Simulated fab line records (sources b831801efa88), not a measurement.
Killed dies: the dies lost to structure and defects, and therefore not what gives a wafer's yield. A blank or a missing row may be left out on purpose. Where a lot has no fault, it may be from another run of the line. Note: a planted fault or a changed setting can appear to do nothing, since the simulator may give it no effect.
fab line records | flow gf180mcu
record lots=6 | wafers=18 | last-day=34
route steps=602 shown HV_LDD@180
lots with no fault: from the same line, run without faults
start-h: start of the lot's first displayed wafer, in hours after the record's first day | wait-h: time in hours since the lot's previous step | " identical to the entry in the row above | L1.1+2: one row covering several wafers at once | - either no value or no given start | * or withheld: withheld | < > ~ a bound
route shown NAME@n: NAME is a module with steps in the file, n the number in the route of the first one | usual: the fault-free wafers' mean and standard deviation | same: alike in all rows | chamber/n: place in a boat | sites: per-site readings | _std_site: standard deviation across them | _edge_site: inner sites' mean taken away from outer sites' mean | radius-mm: how far each site lies from the wafer's centre | mask NAME#n: copy n | behind: the last tool/chamber to shape the wafer | hold: what put the lot on hold/how long, in hours/how the hold closed | device: whichever transistor did not switch (one of n, p or np) | end of line: the same wafers' tests at the end of the route | where a step has no rows: the recipe by itself | killed: dies that structure and defects cost at the first sort, which is not the same as the wafer's yield | map: shows each die of a wafer: x if killed, . if not, _ if none is there
set.NAME: the run value of the setting; set.NAME@STEP: its run value at that earlier step | model.NAME: the simulator's own value behind a step, which no gauge read
a table for each step, a row for each wafer; lots at some steps of the route
services: the hour from which a tool's chamber was out of use, counted from the record's first day as start-h (under 0 if before that day), plus the number of hours and why
## steps
# step GF_HV_LDD_EXPOSE_04
# recipe mask-id=Nplus_LV_AREA | target-cd-nm=400 | na=0.6 | source-shape=conventional | sigma-outer=0.6 | dose-mj=140
# step GF_HV_LDD_PEB_05
# recipe temp-c=withheld | time-s=* | resist=NOVOLAK
# step GF_HV_LDD_DEVELOP_06
# recipe develop-time-s=60 | dev-temp-c=23
# step GF_HV_LDD_CD_MEAS_07
# recipe target-cd-nm=400
# usual cd-nm=400.8/2
lot.wafer | tool      | chamber | start-h | wait-h | cd-nm
L889.2    | cd-sem-01 | -       | 225.59  | 0.1    | 404.8
L889.3    | "         | -       | "       | "      | 405.0
L889.4    | "         | -       | "       | "      | 405.9
L901.1    | cd-sem-02 | -       | 311.21  | 0.1    | 401.3
L901.3    | "         | -       | "       | "      | 402.3
L901.4    | "         | -       | "       | "      | 402.4
L905.4    | cd-sem-02 | -       | 341.07  | 0.1    | 397.8
L905.5    | "         | -       | "       | "      | 399.1
L905.6    | "         | -       | "       | "      | 400.3
L906.1    | cd-sem-01 | -       | 350.45  | 0.1    | 399.1
L906.3    | "         | -       | "       | "      | 400.9
L906.5    | "         | -       | "       | "      | 398.8
L909.2    | cd-sem-01 | -       | 375.43  | 0.1    | 399.8
L909.4    | "         | -       | "       | "      | 397.8
L909.5    | "         | -       | "       | "      | 399.0
L911.3    | cd-sem-01 | -       | 387.35  | 0.1    | 403.1
L911.4    | "         | -       | "       | "      | 402.2
L911.5    | "         | -       | "       | "      | 399.9
# step GF_HV_LDD_OVL_MEAS_08
# usual HV_LDD_OVL=0.2/1.4
lot.wafer | tool       | chamber | start-h | wait-h | HV_LDD_OVL[nm]
L889.2    | overlay-02 | -       | 225.69  | 0.1    | -1.5
L889.3    | "          | -       | "       | "      | -1.4
L889.4    | "          | -       | "       | "      | -2.9
L901.1    | overlay-01 | -       | 311.33  | 0.1    | -1.0
L901.3    | "          | -       | "       | "      | -1.7
L901.4    | "          | -       | "       | "      | -0.4
L905.4    | overlay-02 | -       | 341.15  | 0.1    | 2.5
L905.5    | "          | -       | "       | "      | -1.2
L905.6    | "          | -       | "       | "      | 0.1
L906.1    | overlay-02 | -       | 350.57  | 0.1    | 3.4
L906.3    | "          | -       | "       | "      | 0.4
L906.5    | "          | -       | "       | "      | 1.7
L909.2    | overlay-01 | -       | 375.54  | 0.1    | -1.1
L909.4    | "          | -       | "       | "      | -0.3
L909.5    | "          | -       | "       | "      | -0.4
L911.3    | overlay-02 | -       | 387.44  | 0.1    | -2.6
L911.4    | "          | -       | "       | "      | -0.3
L911.5    | "          | -       | "       | "      | -1.4
# step GF_HV_LDD_IMPLANT_09
# recipe species=As | energy-kev=40 | dose-cm2=1e+14 | tilt-deg=7
# step GF_HV_LDD_STRIP_10
# recipe chemistry=O2/N2 | power-w=1400 | pressure-mtorr=1500 | platen-temp-c=250 | o2-flow-sccm=3000 | n2-flow-sccm=300 | overash-fraction=0.5
# usual drypump-motor-current-A=5.61/0.21 | heater-power-w=318/22 | o2-flow-sccm=2998/9.4 | oes-product-au=0.716/0.0046 | platen-temp-c=249.98/0.19 | strip-time-to-endpoint-s=12.63/0.038
lot.wafer | tool            | chamber | start-h | wait-h | drypump-motor-current-A | heater-power-w | o2-flow-sccm | oes-product-au | platen-temp-c | rf-hours-counter-h | strip-time-to-endpoint-s
L889.2    | plasma-asher-01 | 0       | 225.87  | 0.1    | 5.37                    | 329            | 2990         | 0.710          | 250.07        | 44                 | 12.61
L889.3    | "               | 1       | "       | "      | 5.56                    | 320            | 3010         | 0.710          | 250.08        | -                  | 12.67
L889.4    | "               | 0       | "       | "      | 5.40                    | 339            | 2995         | 0.712          | 249.79        | -                  | 12.65
L901.1    | plasma-asher-03 | 0       | 311.52  | 0.1    | 5.67                    | 309            | 3002         | 0.717          | 249.97        | 18                 | 12.59
L901.3    | "               | 1       | "       | "      | 5.59                    | 280            | 3010         | 0.717          | 250.19        | -                  | 12.59
L901.4    | "               | 0       | "       | "      | 5.66                    | 321            | 3001         | 0.710          | 250.21        | -                  | 12.57
L905.4    | plasma-asher-03 | 0       | 341.35  | 0.1    | 5.67                    | 321            | 2980         | 0.714          | 249.61        | -                  | 12.58
L905.5    | "               | 0       | "       | "      | 5.67                    | 316            | 2985         | 0.712          | 249.72        | -                  | 12.64
L905.6    | "               | 1       | "       | "      | 5.60                    | 283            | 2998         | 0.719          | 250.14        | -                  | 12.61
L906.1    | plasma-asher-01 | 0       | 350.76  | 0.1    | 5.38                    | 338            | 2994         | 0.712          | 250.05        | 58                 | 12.58
L906.3    | "               | 0       | "       | "      | 5.37                    | 332            | 2990         | 0.728          | 249.94        | -                  | 12.59
L906.5    | "               | 0       | "       | "      | 5.32                    | 329            | 2986         | 0.708          | 250.03        | -                  | 12.66
L909.2    | plasma-asher-04 | 1       | 375.72  | 0.1    | 6.09                    | 349            | 3013         | 0.713          | 250.09        | 74                 | 12.59
L909.4    | "               | 0       | "       | "      | 5.41                    | 336            | 3011         | 0.715          | 249.76        | -                  | 12.61
L909.5    | "               | 1       | "       | "      | 6.13                    | 347            | 2998         | 0.712          | 250.11        | -                  | 12.65
L911.3    | plasma-asher-01 | 1       | 387.65  | 0.1    | 5.56                    | 316            | 2997         | 0.716          | 249.90        | -                  | 12.62
L911.4    | "               | 0       | "       | "      | 5.39                    | 330            | 2994         | 0.718          | 249.80        | -                  | 12.63
L911.5    | "               | 0       | "       | "      | 5.37                    | 333            | 3001         | 0.710          | 250.03        | -                  | 12.63
# step GF_HV_LDD_TW_MEAS_11
# usual HV_LDD_TW=2414/23
lot.wafer | tool          | chamber | start-h | wait-h | HV_LDD_TW
L889.2    | film-metro-02 | -       | 225.98  | 0.1    | 2375
L889.3    | "             | -       | "       | "      | 2378
L889.4    | "             | -       | "       | "      | 2388
L901.1    | film-metro-02 | -       | 311.62  | 0.1    | 2383
L901.3    | "             | -       | "       | "      | 2387
L901.4    | "             | -       | "       | "      | 2387
L905.4    | film-metro-04 | -       | 341.45  | 0.1    | 2432
L905.5    | "             | -       | "       | "      | 2418
L905.6    | "             | -       | "       | "      | 2429
L906.1    | film-metro-01 | -       | 350.86  | 0.1    | 2423
L906.3    | "             | -       | "       | "      | 2424
L906.5    | "             | -       | "       | "      | 2424
L909.2    | film-metro-01 | -       | 375.83  | 0.1    | 2444
L909.4    | "             | -       | "       | "      | 2426
L909.5    | "             | -       | "       | "      | 2428
L911.3    | film-metro-02 | -       | 387.74  | 0.1    | 2381
L911.4    | "             | -       | "       | "      | 2380
L911.5    | "             | -       | "       | "      | 2387
# step GF_HV_LDD_DEHYDRATE_12
# recipe temp-c=200 | time-s=60
# step GF_HV_LDD_HMDS_13
# recipe prime-time-s=60 | prime-temp-c=120
# step GF_HV_LDD_COAT_14
# recipe resist=NOVOLAK | spin-rpm=3000 | resist-thk-nm=1000
# step GF_HV_LDD_SOFTBAKE_15
# recipe temp-c=90 | time-s=60 | resist=NOVOLAK
# step GF_HV_LDD_EXPOSE_16
# recipe mask-id=Pplus_LV_AREA | target-cd-nm=400 | na=0.6 | source-shape=conventional | sigma-outer=0.6 | dose-mj=140
# usual focus-offset-nm=0.1/0.56
lot.wafer | tool             | chamber | start-h | wait-h | mask            | focus-offset-nm | model.HV_LDD.overlay-x-nm
L889.2    | iline-stepper-01 | 0       | 234.83  | -      | Pplus_LV_AREA#0 | 0.6             | 0.1714
L889.3    | "                | 0       | "       | "      | Pplus_LV_AREA#0 | -0.1            | 0.1714
L889.4    | "                | 0       | "       | "      | Pplus_LV_AREA#0 | 0.3             | 0.1714
L901.1    | iline-stepper-02 | 0       | 321.94  | -      | Pplus_LV_AREA#0 | 0.2             | -0.2557
L901.3    | "                | 0       | "       | "      | Pplus_LV_AREA#0 | -0.3            | -0.2557
L901.4    | "                | 0       | "       | "      | Pplus_LV_AREA#0 | 0.4             | -0.2557
L905.4    | iline-stepper-01 | 0       | 352.80  | -      | Pplus_LV_AREA#0 | 0.2             | 40.28
L905.5    | "                | 0       | "       | "      | Pplus_LV_AREA#0 | 0.4             | 40.28
L905.6    | "                | 0       | "       | "      | Pplus_LV_AREA#0 | 0.8             | 40.28
L906.1    | iline-stepper-01 | 0       | 361.45  | -      | Pplus_LV_AREA#0 | -0.3            | 41.12
L906.3    | "                | 0       | "       | "      | Pplus_LV_AREA#0 | -0.7            | 41.12
L906.5    | "                | 0       | "       | "      | Pplus_LV_AREA#0 | -0.3            | 41.12
L909.2    | iline-stepper-02 | 0       | 387.03  | -      | Pplus_LV_AREA#0 | -0.2            | 0.1608
L909.4    | "                | 0       | "       | "      | Pplus_LV_AREA#0 | -0.4            | 0.1608
L909.5    | "                | 0       | "       | "      | Pplus_LV_AREA#0 | 0.5             | 0.1608
L911.3    | iline-stepper-02 | 0       | 399.93  | -      | Pplus_LV_AREA#0 | 0.0             | -0.3439
L911.4    | "                | 0       | "       | "      | Pplus_LV_AREA#0 | -0.1            | -0.3439
L911.5    | "                | 0       | "       | "      | Pplus_LV_AREA#0 | 0.4             | -0.3439
# step GF_HV_LDD_PEB_17
# recipe temp-c=withheld | time-s=* | resist=NOVOLAK
# step GF_HV_LDD_DEVELOP_18
# recipe develop-time-s=60 | dev-temp-c=23
# step GF_HV_LDD_CD_MEAS_19
# recipe target-cd-nm=400
# usual cd-nm=399.6/2.5
lot.wafer | tool      | chamber | start-h | wait-h | cd-nm
L889.2    | cd-sem-01 | -       | 243.92  | 0.1    | 400.6
L889.3    | "         | -       | "       | "      | 400.1
L889.4    | "         | -       | "       | "      | 401.0
L901.1    | cd-sem-02 | -       | 332.34  | 0.1    | 399.8
L901.3    | "         | -       | "       | "      | 398.0
L901.4    | "         | -       | "       | "      | 398.7
L905.4    | cd-sem-02 | -       | 362.46  | 0.1    | 397.7
L905.5    | "         | -       | "       | "      | 396.9
L905.6    | "         | -       | "       | "      | 395.9
L906.1    | cd-sem-02 | -       | 372.29  | 0.1    | 401.8
L906.3    | "         | -       | "       | "      | 401.2
L906.5    | "         | -       | "       | "      | 401.5
L909.2    | cd-sem-01 | -       | 398.83  | 0.1    | 398.8
L909.4    | "         | -       | "       | "      | 402.3
L909.5    | "         | -       | "       | "      | 396.7
L911.3    | cd-sem-01 | -       | 411.44  | 0.1    | 396.2
L911.4    | "         | -       | "       | "      | 398.1
L911.5    | "         | -       | "       | "      | 397.3
# step GF_HV_LDD_OVL_MEAS_20
# usual HV_LDD_01_OVL=0.5/1.4
lot.wafer | tool       | chamber | start-h | wait-h | hold                     | HV_LDD_01_OVL[nm]
L889.2    | overlay-01 | -       | 244.02  | 0.1    | -                        | 1.5
L889.3    | "          | -       | "       | "      | -                        | 1.4
L889.4    | "          | -       | "       | "      | -                        | 0.2
L901.1    | overlay-01 | -       | 332.46  | 0.1    | -                        | 0.4
L901.3    | "          | -       | "       | "      | -                        | 0.8
L901.4    | "          | -       | "       | "      | -                        | 1.0
L905.4    | overlay-02 | -       | 362.54  | 0.1    | await-dispo/0.2h/release | 41.0
L905.5    | "          | -       | "       | "      | await-dispo/0.2h/release | 42.2
L905.6    | "          | -       | "       | "      | await-dispo/0.2h/release | 42.6
L905.4    | overlay-02 | -       | 362.74  | 0.2    | -                        | 39.3
L905.5    | "          | -       | "       | "      | -                        | 41.5
L905.6    | "          | -       | "       | "      | -                        | 41.4
L906.1    | overlay-01 | -       | 372.41  | 0.1    | await-dispo/0.2h/release | 42.4
L906.3    | "          | -       | "       | "      | await-dispo/0.2h/release | 42.7
L906.5    | "          | -       | "       | "      | await-dispo/0.2h/release | 42.1
L906.1    | overlay-01 | -       | 372.62  | 0.2    | -                        | 41.9
L906.3    | "          | -       | "       | "      | -                        | 42.3
L906.5    | "          | -       | "       | "      | -                        | 41.1
L909.2    | overlay-02 | -       | 398.94  | 0.1    | -                        | 2.7
L909.4    | "          | -       | "       | "      | -                        | -0.2
L909.5    | "          | -       | "       | "      | -                        | 0.3
L911.3    | overlay-02 | -       | 411.56  | 0.1    | -                        | -1.5
L911.4    | "          | -       | "       | "      | -                        | -0.7
L911.5    | "          | -       | "       | "      | -                        | -1.9
## services
tool             | chamber | start-h | hours | kind
plasma-asher-03  | -       | 213.37  | 2.8   | pm
plasma-asher-04  | -       | 238.14  | 20.3  | repair
iline-stepper-02 | 0       | 258.18  | -     | calibration
iline-stepper-01 | -       | 258.67  | 2.2   | repair
iline-stepper-01 | 0       | 259.84  | -     | calibration
plasma-asher-03  | -       | 287.45  | 3.0   | repair
iline-stepper-01 | -       | 334.55  | 0.9   | repair
iline-stepper-02 | -       | 351.92  | 1.7   | pm
plasma-asher-01  | -       | 371.29  | 1.1   | repair
## key
first-sign step=GF_HV_LDD_OVL_MEAS_20 | reading=visit | direction=added
effect step=GF_HV_LDD_OVL_MEAS_20 | reading=HV_LDD_01_OVL | direction=up | sigmas=30 | usual=0.5 | struck=42.2
model-effect step=GF_HV_LDD_EXPOSE_16 | value=HV_LDD.overlay-x-nm | without=-0.8296 | struck=40.7
met-at GF_HV_LDD_EXPOSE_16
struck-wafers L905.4,L905.5,L905.6,L906.1,L906.3,L906.5
scrapped-behind GF_HV_LDD_OVL_MEAS_20 L905.4,L905.5,L905.6,L906.1,L906.3,L906.5
onset-between 234.83 352.80
fault kind=scanner-matching-overlay | tool=iline-stepper-01 | chamber=- | onset-h=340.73 | steps=GF_HV_LDD_EXPOSE_16 | offset=41.531
